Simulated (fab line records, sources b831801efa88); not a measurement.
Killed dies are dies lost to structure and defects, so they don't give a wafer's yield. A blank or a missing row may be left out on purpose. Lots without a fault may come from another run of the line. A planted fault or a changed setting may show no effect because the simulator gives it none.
A struck lot beside a sound one | flow sky130 | 15 steps out of a route of 708
Sound: wafers L165.1, L165.2, L165.4. Struck: wafers L173.2, L173.3. (L173.1 of the same lot was not struck and is left out.) The cause comes at the end.
At each step with rows: each side's tool, then ch and its chambers, then its first start. Under that, the readings that differ: sound wafers | struck wafers | difference of the means | sigmas: that difference in standard deviations of wafers without a fault.
alike: readings whose means differ by less than 2 such deviations, and words and numbers that are the same on both sides. not compared: withheld readings, readings that some wafer has no value for, bounds like >300 that may hide the same value, and numbers for which the record gives no deviation and whose values overlap.
The two part at a step that has a row with sigmas, a row that says differs or no value, or rows on one side only. Numbers that don't overlap but have no deviation are shown without sigmas and don't part them. A reading that every wafer of one side lacks parts them only if that side has two wafers or more.

SKY_SONOS_ONO_THK_MEAS_03:
  sound on film_metro-02, day 12 13:08; struck on film_metro-04, day 14 12:28
  reading                   | sound             | struck      | difference | sigmas
  SONOS_ONO_CVD_02_THK (nm) | 10.58 10.59 10.65 | 10.32 10.27 | -0.31      | -2
then, 1 step without rows for these wafers: SKY_SONOS_ONO_CVD_04 (deposits SiO2 from SiH4/N2O, target thk 5.7199 nm).
SKY_SONOS_ONO_THK_MEAS_05:
  sound on film_metro-01, day 12 15:04; struck on film_metro-04, day 14 13:46
  alike: SONOS_ONO_CVD_04_THK
then, 7 steps without rows for these wafers: SKY_SONOS_ONO_DEHYDRATE_06 (time 60 s); SKY_SONOS_ONO_HMDS_07 (prime time 60 s); SKY_SONOS_ONO_COAT_08 (resist thk 1140 nm); SKY_SONOS_ONO_SOFTBAKE_09 (time 60 s); SKY_SONOS_ONO_EXPOSE_10 (exposes mask ONOM, target cd 410 nm); SKY_SONOS_ONO_PEB_11; SKY_SONOS_ONO_DEVELOP_12 (develop time 60 s).
SKY_SONOS_ONO_CD_MEAS_13: target cd 410 nm.
  sound on cd_sem-01, day 13 15:40; struck on cd_sem-02, day 15 15:13
  alike: cd_nm
SKY_SONOS_ONO_OVL_MEAS_14:
  sound on overlay-02, day 13 15:47; struck on overlay-01, day 15 15:20
  alike: SONOS_ONO_OVL
SKY_SONOS_ONO_ETCH_15: etches the open film in CHF3/O2, target depth 19.52 nm, time 7.8 s.
  sound on rie_diel-02 ch 0,2,3, day 13 15:49; struck on rie_diel-02 ch 0,3, day 15 15:22
  reading                               | sound             | struck      | difference | sigmas
  model.SONOS_ONO.feature_depth_nm (nm) | 19.58 19.52 19.11 | 18.93 18.83 | -0.52      |
  model.etch.depth_nm (nm)              | 19.58 19.52 19.11 | 18.93 18.83 | -0.52      |
  alike: drypump_motor_current_A, oes_product_au, throttle_valve_pct
  not compared: rf_hours_counter_h
then, 2 steps without rows for these wafers: SKY_SONOS_ONO_WET_ETCH_16 (etches SiO2 in dHF, target depth 14 nm, time 280 s); SKY_PAD_OPEN_PROBE_99.

WHERE THEY PART
Only at SKY_SONOS_ONO_THK_MEAS_03, within this record. Later steps at which nothing parts them and some readings are alike: SKY_SONOS_ONO_THK_MEAS_05, SKY_SONOS_ONO_CD_MEAS_13, SKY_SONOS_ONO_OVL_MEAS_14, SKY_SONOS_ONO_ETCH_15.

WHY: what the simulator had put in
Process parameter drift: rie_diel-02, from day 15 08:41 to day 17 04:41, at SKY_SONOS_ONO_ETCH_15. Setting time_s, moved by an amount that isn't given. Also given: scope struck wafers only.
